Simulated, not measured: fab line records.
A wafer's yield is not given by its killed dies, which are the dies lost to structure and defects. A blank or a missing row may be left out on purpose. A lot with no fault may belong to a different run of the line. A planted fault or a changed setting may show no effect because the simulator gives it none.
Which tool was responsible?	flow sky130	Sampling: 6 lots, 18 wafers, 2 of 708 route steps

WHAT EACH GAUGE READ, for each wafer
SKY_VT_ADJUST_LVTN_OVL_MEAS_07.
lot	measured	on	VT_ADJUST_LVTN_OVL (nm)
L690	day 7 05:29	overlay-02	1.6 0.0 0.7
L694	day 8 04:15	overlay-01	181.3 180.7 180.1
L697	day 9 01:38	overlay-02	183.7 183.0 182.2
L702	day 10 10:59	overlay-02	-1.4 0.8 0.8
L710	day 12 16:02	overlay-01	1.5 1.1 1.8
L712	day 14 06:14	overlay-02	3.0 2.0 0.6

WHICH TOOL RAN EACH LOT (tool, then ch and the chambers of the sampled wafers, then the start)
lot	SKY_VT_ADJUST_LVTN_EXPOSE_04
L690	iline-stepper-02 ch 0, day 6 20:14
L694	iline-stepper-02 ch 0, day 7 18:35
L697	iline-stepper-02 ch 0, day 8 15:43
L702	iline-stepper-01 ch 0, day 9 23:50
L710	iline-stepper-01 ch 0, day 12 03:40
L712	iline-stepper-01 ch 0, day 13 17:31
- SKY_VT_ADJUST_LVTN_EXPOSE_04: exposes mask NWM COMPLEMENT LESS NATIVE, target cd 840 nm.

THE ANSWER, worked out from the rows above alone
Rule: the lots themselves supply what counts as usual. Put in order of their means at a reading, lots are off if they are a third of the lots or fewer, leave a main group of 4 or more, and stand apart from it by a gap of 3 or more times the standard deviation of the main group's means; of several such gaps the widest counts. Not used: any main group whose means are identical at the precision the tables above print for the reading. A lot without any number at a reading at which 4 lots or more have one is off too. The other lots that the step has rows for count as sound.
Off: L694, L697, at SKY_VT_ADJUST_LVTN_OVL_MEAS_07 (VT_ADJUST_LVTN_OVL). The main group has a mean of 1.0 nm with a standard deviation of 0.69.
If a tool, at a process step before that reading, ran all the lots that are off and no sound lot after the first of them, it fits. The gauges at SKY_VT_ADJUST_LVTN_OVL_MEAS_07 are tried like those tools. One fits: SKY_VT_ADJUST_LVTN_EXPOSE_04 on iline-stepper-02. A fault onset in the window from L690 (day 6 20:14, its last sound lot) to L694 (day 7 18:35, its first lot off) fits.

WHAT THE SIMULATOR PUT IN
Scanner matching overlay: iline-stepper-02, from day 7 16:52 on, at SKY_VT_ADJUST_LVTN_EXPOSE_04. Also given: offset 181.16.
Lots struck among those shown: L694, L697. This agrees with what the rule above found.
